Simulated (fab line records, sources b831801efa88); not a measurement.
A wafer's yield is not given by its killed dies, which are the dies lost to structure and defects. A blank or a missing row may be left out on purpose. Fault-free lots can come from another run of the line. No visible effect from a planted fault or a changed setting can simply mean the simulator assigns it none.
fab line records	flow sfqLine
record lots=14	wafers=42	lastDay=88
route steps=325 shown I1@73 M3@119 I3@143
lots that met no fault: from a run of the same line without faults
startH: the number of hours between the record's first day and the start of the first shown wafer of the lot	waitH: hours from the lot's prior step to this one	" repeats the value in the row above	L1.1+2: a row that stands for several wafers	- either no value or no given start	* or withheld: withheld	< > ~ a bound
route shown NAME@n: NAME is a module with steps in the file, n the number in the route of the first one	usual: the fault-free wafers' mean and standard deviation	same: alike in all rows	chamber/n: place in a boat	sites: readings site by site	_std_site: standard deviation across them	_edge_site: outer sites' mean less inner sites'	radiusMm: how far each site lies from the wafer's centre	mask NAME#n: copy n	behind: tool/chamber where the wafer was last shaped	hold: cause of the lot's hold/its duration in hours/its outcome	device: the n, p or np transistor that did not switch	end of line: tests of these same wafers at the route's end	a step with no rows: only its recipe	killed: at the first sort, the dies lost to defects and structure; wafer yield is something else	map: per-die view of a wafer (x killed, . not killed, _ where there is no die)
set.NAME: the setting as run; set.NAME@STEP: as run at that earlier step	model.NAME: the simulator's own value behind a step, which no gauge read
the route's steps for a sample of lots (tables are steps, rows are wafers)
services: the hour from which a tool's chamber was out of use, counted from the record's first day as startH (under 0 if before that day), plus the number of hours and why
## steps
# step SFQ_TRILAYER_I1_DEP_PECVD_045
# recipe material=SiO2	tempC=150	timeS=111.11	pressureTorr=2.4	rfW=183.3	precursor=SiH4/N2O	targetThkNm=500
# usual heaterPowerW=80/13	throttleValvePct=24.5/1.4
lot.wafer	tool	chamber	startH	waitH	heaterPowerW	throttleValvePct
L161.1	pecvd-03	0	550.77	0.0	77	29.3
L161.4	"	0	"	"	84	29.4
L161.5	"	2	"	"	70	31.6
L162.1	pecvd-04	2	559.75	0.0	84	25.2
L162.3	"	0	"	"	79	25.2
L162.5	"	0	"	"	83	25.2
L164.3	pecvd-03	2	588.97	0.0	64	23.9
L164.4	"	1	"	"	72	23.2
L164.6	"	2	"	"	67	24.2
L166.2	pecvd-03	2	609.37	0.0	73	23.9
L166.3	"	1	"	"	66	23.1
L166.5	"	1	"	"	71	23.0
L167.1	pecvd-04	2	615.37	0.0	89	25.2
L167.3	"	1	"	"	111	24.7
L167.5	"	1	"	"	97	24.9
L173.4	pecvd-02	1	665.94	0.0	57	25.2
L173.5	"	1	"	"	59	25.4
L173.6	"	0	"	"	74	23.5
L174.1	pecvd-04	2	678.35	0.0	79	25.1
L174.2	"	1	"	"	95	24.8
L174.3	"	0	"	"	79	25.3
L178.1	pecvd-02	1	704.75	0.0	51	25.5
L178.2	"	0	"	"	80	23.7
L178.4	"	1	"	"	56	25.4
L179.2	pecvd-03	0	727.68	0.0	88	23.0
L179.3	"	1	"	"	79	23.8
L179.6	"	1	"	"	80	23.8
L180.3	pecvd-03	2	737.28	0.0	66	24.3
L180.5	"	2	"	"	71	24.1
L180.6	"	0	"	"	93	23.0
L181.1	pecvd-03	2	743.28	0.0	74	24.6
L181.2	"	1	"	"	73	23.3
L181.5	"	0	"	"	95	23.0
L182.2	pecvd-02	1	756.48	0.0	59	25.8
L182.3	"	2	"	"	82	23.6
L182.6	"	1	"	"	47	25.8
L183.1	pecvd-04	0	772.08	0.0	76	25.9
L183.2	"	2	"	"	77	25.3
L183.4	"	0	"	"	76	25.9
L184.1	pecvd-02	1	780.48	0.0	50	25.8
L184.2	"	2	"	"	81	23.4
L184.5	"	0	"	"	72	24.1
# step SFQ_TRILAYER_M3_DEP_SPUTTER_073
# recipe material=Nb	basePressurePa=1.33e-06	chamberPressurePa=0.1333	substrateTempC=20	resputterCathodeVoltageV=400	targetThkNm=200	powerW=2000	timeS=133.3
# usual basePressurePa=1.33e-06/9e-08	throttleValvePct=29.5/0.84
lot.wafer	tool	chamber	startH	waitH	basePressurePa	throttleValvePct
L161.1	pvdSputter-05	-	851.45	0.0	1.36e-06	30.2
L161.4	"	-	"	"	1.38e-06	29.1
L161.5	"	-	"	"	1.38e-06	28.4
L162.1	pvdSputter-03	-	914.08	0.0	1.21e-06	29.0
L162.3	"	-	"	"	1.42e-06	30.2
L162.5	"	-	"	"	1.47e-06	28.6
L164.3	pvdSputter-03	-	918.86	0.0	1.3e-06	30.0
L164.4	"	-	"	"	1.46e-06	29.3
L164.6	"	-	"	"	1.3e-06	29.3
L166.2	pvdSputter-04	-	933.26	0.0	1.25e-06	30.8
L166.3	"	-	"	"	1.5e-06	27.5
L166.5	"	-	"	"	1.25e-06	27.5
L167.1	pvdSputter-05	-	936.86	0.0	1.3e-06	30.3
L167.3	"	-	"	"	1.47e-06	28.8
L167.5	"	-	"	"	1.27e-06	30.5
L173.4	pvdSputter-05	-	979.30	0.0	1.24e-06	28.7
L173.5	"	-	"	"	1.48e-06	30.2
L173.6	"	-	"	"	1.33e-06	30.3
L174.1	pvdSputter-05	-	987.70	0.0	1.38e-06	29.3
L174.2	"	-	"	"	1.3e-06	30.4
L174.3	"	-	"	"	1.36e-06	28.5
L178.1	pvdSputter-04	-	1016.63	0.0	1.4e-06	30.6
L178.2	"	-	"	"	1.26e-06	29.6
L178.4	"	-	"	"	1.16e-06	29.2
L179.2	pvdSputter-05	-	1162.07	0.0	1.36e-06	28.2
L179.3	"	-	"	"	1.52e-06	29.2
L179.6	"	-	"	"	1.44e-06	28.5
L180.3	pvdSputter-04	-	1171.10	0.0	1.37e-06	29.4
L180.5	"	-	"	"	1.45e-06	29.3
L180.6	"	-	"	"	1.28e-06	30.6
L181.1	pvdSputter-05	-	1175.30	0.0	1.23e-06	28.5
L181.2	"	-	"	"	1.32e-06	30.5
L181.5	"	-	"	"	1.33e-06	29.2
L182.2	pvdSputter-03	-	1183.70	0.0	1.33e-06	29.9
L182.3	"	-	"	"	1.28e-06	29.1
L182.6	"	-	"	"	1.31e-06	29.8
L183.1	pvdSputter-04	-	1184.90	0.0	1.37e-06	27.6
L183.2	"	-	"	"	1.32e-06	29.4
L183.4	"	-	"	"	1.12e-06	30.7
L184.1	pvdSputter-03	-	1189.70	0.0	1.28e-06	30.4
L184.2	"	-	"	"	1.21e-06	29.2
L184.5	"	-	"	"	1.27e-06	28.8
# step SFQ_M3_RS_MEAS_919
# recipe thkMeasGauge=four-point-probe	reads=Nb_of_TRILAYER_M3_DEP_SPUTTER_073
# usual M3_NB_RS=0.896/0.0092
lot.wafer	tool	chamber	startH	waitH	M3_NB_RS[ohm/sq]
L161.1	filmMetro-01	-	851.55	0.0	0.903
L161.4	"	-	"	"	0.898
L161.5	"	-	"	"	0.884
L162.1	filmMetro-02	-	914.17	0.0	0.893
L162.3	"	-	"	"	0.895
L162.5	"	-	"	"	0.900
L164.3	filmMetro-02	-	918.99	0.1	0.897
L164.4	"	-	"	"	0.904
L164.6	"	-	"	"	0.892
L166.2	filmMetro-03	-	933.37	0.1	0.890
L166.3	"	-	"	"	0.896
L166.5	"	-	"	"	0.893
L167.1	filmMetro-02	-	936.95	0.0	0.897
L167.3	"	-	"	"	0.904
L167.5	"	-	"	"	0.905
L173.4	filmMetro-02	-	979.45	0.1	0.624
L173.5	"	-	"	"	0.906
L173.6	"	-	"	"	0.905
L174.1	filmMetro-01	-	987.79	0.0	0.915
L174.2	"	-	"	"	0.911
L174.3	"	-	"	"	0.623
L178.1	filmMetro-01	-	1016.72	0.0	0.881
L178.2	"	-	"	"	0.885
L178.4	"	-	"	"	0.880
L179.2	filmMetro-01	-	1162.18	0.1	0.892
L179.3	"	-	"	"	0.903
L179.6	"	-	"	"	0.900
L180.3	filmMetro-02	-	1171.23	0.1	0.904
L180.5	"	-	"	"	0.901
L180.6	"	-	"	"	0.892
L181.1	filmMetro-02	-	1175.39	0.0	0.888
L181.2	"	-	"	"	0.883
L181.5	"	-	"	"	0.901
L182.2	filmMetro-01	-	1183.81	0.1	0.896
L182.3	"	-	"	"	0.906
L182.6	"	-	"	"	0.900
L183.1	filmMetro-03	-	1184.99	0.0	0.881
L183.2	"	-	"	"	0.892
L183.4	"	-	"	"	0.878
L184.1	filmMetro-01	-	1189.79	0.0	0.881
L184.2	"	-	"	"	0.882
L184.5	"	-	"	"	0.895
# step SFQ_TRILAYER_M3_ETCH_METAL_ETCH_078
# recipe target=Nb	stopOn=SiO2	maskMaterial=PR	chemistry=Cl2/Ar	targetDepthNm=240	icpW=600	biasW=80	pressureMtorr=10	timeS=120
# usual drypumpMotorCurrentA=5.90/0.25	oesProductAu=0.891/0.0072
lot.wafer	tool	chamber	startH	waitH	drypumpMotorCurrentA	oesProductAu	rfHoursCounterH
L161.1	rieMetal-04	1	854.13	0.1	5.95	0.887	128
L161.4	"	1	"	"	5.93	0.888	-
L161.5	"	1	"	"	5.93	0.893	-
L162.1	rieMetal-03	1	916.70	0.0	6.02	0.893	119
L162.3	"	0	"	"	6.44	0.891	-
L162.5	"	0	"	"	6.47	0.884	-
L164.3	rieMetal-04	0	921.52	0.1	5.78	0.898	-
L164.4	"	1	"	"	5.94	0.885	-
L164.6	"	0	"	"	5.75	0.899	-
L166.2	rieMetal-04	0	1080.63	0.0	5.79	0.894	29
L166.3	"	0	"	"	5.78	0.891	-
L166.5	"	0	"	"	5.77	0.893	-
L167.1	rieMetal-04	1	1085.43	0.0	5.96	0.886	22
L167.3	"	0	"	"	5.79	0.894	-
L167.5	"	0	"	"	5.80	0.882	-
L173.4	rieMetal-03	1	1126.84	0.1	6.01	0.999	-
L173.5	"	0	"	"	6.48	0.873	-
L173.6	"	1	"	"	6.02	0.878	-
L174.1	rieMetal-01	0	1128.00	0.0	5.61	0.887	89
L174.2	"	1	"	"	5.61	0.884	33
L174.3	"	1	"	"	5.61	0.997	-
L178.1	rieMetal-04	0	1144.35	0.0	5.76	0.896	38
L178.2	"	1	"	"	5.92	0.896	30
L178.4	"	1	"	"	5.94	0.897	-
L179.2	rieMetal-04	1	1227.20	0.0	5.93	0.896	46
L179.3	"	0	"	"	5.79	0.884	-
L179.6	"	1	"	"	5.93	0.890	-
L180.3	rieMetal-03	0	1246.36	0.1	6.49	0.886	-
L180.5	"	1	"	"	6.01	0.890	-
L180.6	"	0	"	"	6.49	0.895	-
L181.1	rieMetal-04	0	1251.18	0.1	5.79	0.897	58
L181.2	"	0	"	"	5.78	0.899	-
L181.5	"	0	"	"	5.78	0.877	-
L182.2	rieMetal-01	0	1257.22	0.1	5.58	0.895	-
L182.3	"	0	"	"	5.58	0.886	-
L182.6	"	0	"	"	5.59	0.890	-
L183.1	rieMetal-04	1	1258.32	0.0	5.93	0.898	50
L183.2	"	0	"	"	5.78	0.901	60
L183.4	"	1	"	"	5.91	0.895	-
L184.1	rieMetal-04	1	1263.12	0.0	5.92	0.902	51
L184.2	"	0	"	"	5.78	0.898	61
L184.5	"	1	"	"	5.90	0.890	-
# step SFQ_I3_OVL_MEAS_923
# usual I3_OVL=-1/4.8
lot.wafer	tool	chamber	startH	waitH	I3_OVL[nm]
L161.1	overlay-02	-	1009.63	0.1	-2
L161.4	"	-	"	"	6
L161.5	"	-	"	"	2
L162.1	overlay-02	-	1069.63	0.1	5
L162.3	"	-	"	"	1
L162.5	"	-	"	"	2
L164.3	overlay-02	-	1074.44	0.1	-3
L164.4	"	-	"	"	4
L164.6	"	-	"	"	2
L166.2	overlay-01	-	1185.11	0.1	-1
L166.3	"	-	"	"	-5
L166.5	"	-	"	"	-10
L167.1	overlay-01	-	1187.51	0.1	-6
L167.3	"	-	"	"	-10
L167.5	"	-	"	"	-8
L173.4	overlay-02	-	1207.92	0.1	-11
L173.5	"	-	"	"	-7
L173.6	"	-	"	"	-13
L174.1	overlay-02	-	1209.11	0.1	4
L174.2	"	-	"	"	6
L174.3	"	-	"	"	7
L178.1	overlay-01	-	1224.71	0.1	-1
L178.2	"	-	"	"	-1
L178.4	"	-	"	"	1
L179.2	overlay-02	-	1348.83	0.1	0
L179.3	"	-	"	"	1
L179.6	"	-	"	"	1
L180.3	overlay-01	-	1378.84	0.1	-3
L180.5	"	-	"	"	-2
L180.6	"	-	"	"	1
L181.1	overlay-02	-	1388.43	0.1	-10
L181.2	"	-	"	"	-8
L181.5	"	-	"	"	-7
L182.2	overlay-01	-	1399.23	0.1	4
L182.3	"	-	"	"	1
L182.6	"	-	"	"	8
L183.1	overlay-01	-	1401.63	0.1	-3
L183.2	"	-	"	"	-4
L183.4	"	-	"	"	-4
L184.1	overlay-01	-	1407.63	0.1	-4
L184.2	"	-	"	"	-2
L184.5	"	-	"	"	-3
# step SFQ_TRILAYER_I3_VIA_STRIP_STRIP_089
# recipe gas=O2	powerW=200	platenTempC=40	overashFraction=0.65	chemistry=O2	pressureMtorr=50
# usual drypumpMotorCurrentA=5.9/0.34	oesProductAu=0.999/0.009	platenTempC=39.99/0.12
lot.wafer	tool	chamber	startH	waitH	drypumpMotorCurrentA	oesProductAu	platenTempC	rfHoursCounterH
L161.1	rieMetal-03	0	1009.82	-	6.4	0.998	40.00	64
L161.4	"	0	"	"	6.5	0.998	40.09	-
L161.5	"	0	"	"	6.4	0.985	39.86	-
L162.1	rieMetal-03	0	1069.82	-	6.5	0.979	39.73	71
L162.3	"	1	"	"	6.0	1.018	39.81	-
L162.5	"	1	"	"	6.0	1.004	39.81	-
L164.3	rieMetal-04	0	1074.82	-	5.8	0.987	39.87	-
L164.4	"	1	"	"	5.9	1.008	39.92	-
L164.6	"	1	"	"	5.9	1.003	39.82	-
L166.2	rieMetal-02	1	1185.30	-	5.4	0.993	39.86	101
L166.3	"	1	"	"	5.4	0.993	39.87	-
L166.5	"	1	"	"	5.4	1.005	39.85	-
L167.1	rieMetal-02	1	1187.70	-	5.4	1.005	40.02	101
L167.3	"	0	"	"	5.7	0.995	40.05	-
L167.5	"	1	"	"	5.4	0.993	39.96	-
L173.4	rieMetal-02	0	1208.30	-	5.7	1.004	39.86	-
L173.5	"	0	"	"	5.7	1.004	39.85	-
L173.6	"	1	"	"	5.4	0.996	39.93	-
L174.1	rieMetal-03	1	1209.30	-	6.0	1.002	40.01	31
L174.2	"	0	"	"	6.5	0.997	40.10	91
L174.3	"	0	"	"	6.5	0.996	40.22	-
L178.1	rieMetal-02	1	1224.90	-	5.4	0.992	40.24	109
L178.2	"	0	"	"	5.7	0.993	40.20	64
L178.4	"	0	"	"	5.7	0.996	40.00	-
L179.2	rieMetal-04	0	1349.01	-	5.8	0.994	39.97	76
L179.3	"	1	"	"	5.9	0.995	39.86	-
L179.6	"	0	"	"	5.8	0.986	40.14	-
L180.3	rieMetal-03	1	1379.21	-	6.0	1.001	39.80	-
L180.5	"	0	"	"	6.4	0.989	40.21	-
L180.6	"	1	"	"	6.0	0.997	40.04	-
L181.1	rieMetal-03	0	1388.61	-	6.3	0.986	40.16	119
L181.2	"	1	"	"	6.0	0.998	39.89	59
L181.5	"	0	"	"	6.5	0.982	40.27	-
L182.2	rieMetal-04	0	1399.41	-	5.8	0.979	40.04	83
L182.3	"	1	"	"	5.9	0.998	40.01	-
L182.6	"	0	"	"	5.8	0.988	40.01	-
L183.1	rieMetal-02	1	1401.81	-	5.4	1.013	40.00	14
L183.2	"	0	"	"	5.7	1.008	39.91	95
L183.4	"	0	"	"	5.7	1.013	39.88	-
L184.1	rieMetal-02	1	1407.81	-	5.4	1.019	39.78	16
L184.2	"	1	"	"	5.4	1.016	39.95	-
L184.5	"	1	"	"	5.4	1.010	40.02	-
## services
tool	chamber	startH	hours	kind
rieMetal-02	-	532.35	2.8	pm
pvdSputter-05	-	558.87	0.8	repair
pecvd-03	-	563.75	14.0	pm
pvdSputter-05	-	575.20	5.0	repair
pecvd-03	-	606.07	0.7	repair
rieMetal-04	-	623.98	1.4	pm
pvdSputter-05	-	648.84	1.4	repair
rieMetal-02	1	653.68	30.1	repair
rieMetal-02	-	697.77	1.3	repair
rieMetal-03	1	698.95	24.6	repair
pvdSputter-05	-	738.11	7.3	repair
rieMetal-04	0	793.62	7.3	repair
rieMetal-04	-	828.27	1.7	repair
rieMetal-04	1	861.26	5.8	repair
rieMetal-04	-	915.31	2.8	pm
rieMetal-03	-	966.01	0.3	repair
rieMetal-03	1	1048.59	3.9	repair
rieMetal-04	1	1059.76	7.1	repair
rieMetal-04	-	1082.37	1.4	repair
rieMetal-03	1	1186.07	1.7	repair
rieMetal-04	1	1246.41	6.7	repair
rieMetal-03	-	1343.90	2.8	pm
rieMetal-04	-	1391.62	0.8	repair
rieMetal-03	1	1395.10	15.7	repair
## key
firstSign step=SFQ_M3_RS_MEAS_919	reading=M3_NB_RS	direction=down	sigmas=30	usual=0.896	struck=0.623
effect step=SFQ_TRILAYER_M3_ETCH_METAL_ETCH_078	reading=oesProductAu	direction=up	sigmas=15	usual=0.891	struck=0.998
metAt SFQ_TRILAYER_M3_DEP_SPUTTER_073
struckLots L173,L174
struckWafers L173.4,L174.3
notActingAt SFQ_TRILAYER_I1_DEP_PECVD_045,SFQ_I3_OVL_MEAS_923,SFQ_TRILAYER_I3_VIA_STRIP_STRIP_089
onsetBetween 936.86 979.30
fault kind=processParameterDrift	tool=pvdSputter-05	chamber=-	onsetH=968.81	steps=SFQ_TRILAYER_M3_DEP_SPUTTER_073	channel=targetThkNm	offset=86.81	shape=step	endH=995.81	actsIn=theseRecipesOnly	stated=200	scope=struckWafersOnly
